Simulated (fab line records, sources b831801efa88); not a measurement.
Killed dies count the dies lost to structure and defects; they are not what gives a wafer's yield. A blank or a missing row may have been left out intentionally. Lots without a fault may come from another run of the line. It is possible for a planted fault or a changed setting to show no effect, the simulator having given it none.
Which tool is to blame?	flow gf180mcu	21 wafers sampled from 7 lots at 1 step of a route of 602

WHAT THE GAUGES READ, wafer by wafer
GF_STI_THK_MEAS_02.
lot	measured	on	STI_OXIDATION_THK (nm)
L373	day 2 12:52	film metro-04	10.09 10.29 10.09
L376	day 3 04:30	film metro-03	9.79 9.89 9.79
L382	day 4 09:31	film metro-03	10.29 10.19 10.38
L384	day 4 20:51	film metro-03	10.10 10.09 10.31
L386	day 5 06:59	film metro-04	9.99 10.10 9.94
L389	day 5 21:40	film metro-01	10.05 10.12 9.99
L391	day 6 06:31	film metro-03	9.85 9.76 9.90

TOOL THAT RAN EACH LOT (tool first, then ch and the chambers of the sampled wafers, then the start)
No process step before these readings appears in the record.

THE ANSWER, worked out from the rows above alone
Rule: usual is defined by the lots themselves. The widest of any qualifying gaps counts: lots, ordered by their means at a reading, are off when they make up no more than a third of the lots, leave a main group of 4 or more, and stand apart from it by 3 or more times the standard deviation of that group's means. A main group is skipped when, at the precision printed for the reading in the tables above, its means are all equal. Also off: a lot with no number at a reading for which 4 or more lots have one. The other lots that the step has rows for count as sound.
None of the lots is off at any reading shown; this tells nothing.

WHAT THE SIMULATOR HAD INSERTED
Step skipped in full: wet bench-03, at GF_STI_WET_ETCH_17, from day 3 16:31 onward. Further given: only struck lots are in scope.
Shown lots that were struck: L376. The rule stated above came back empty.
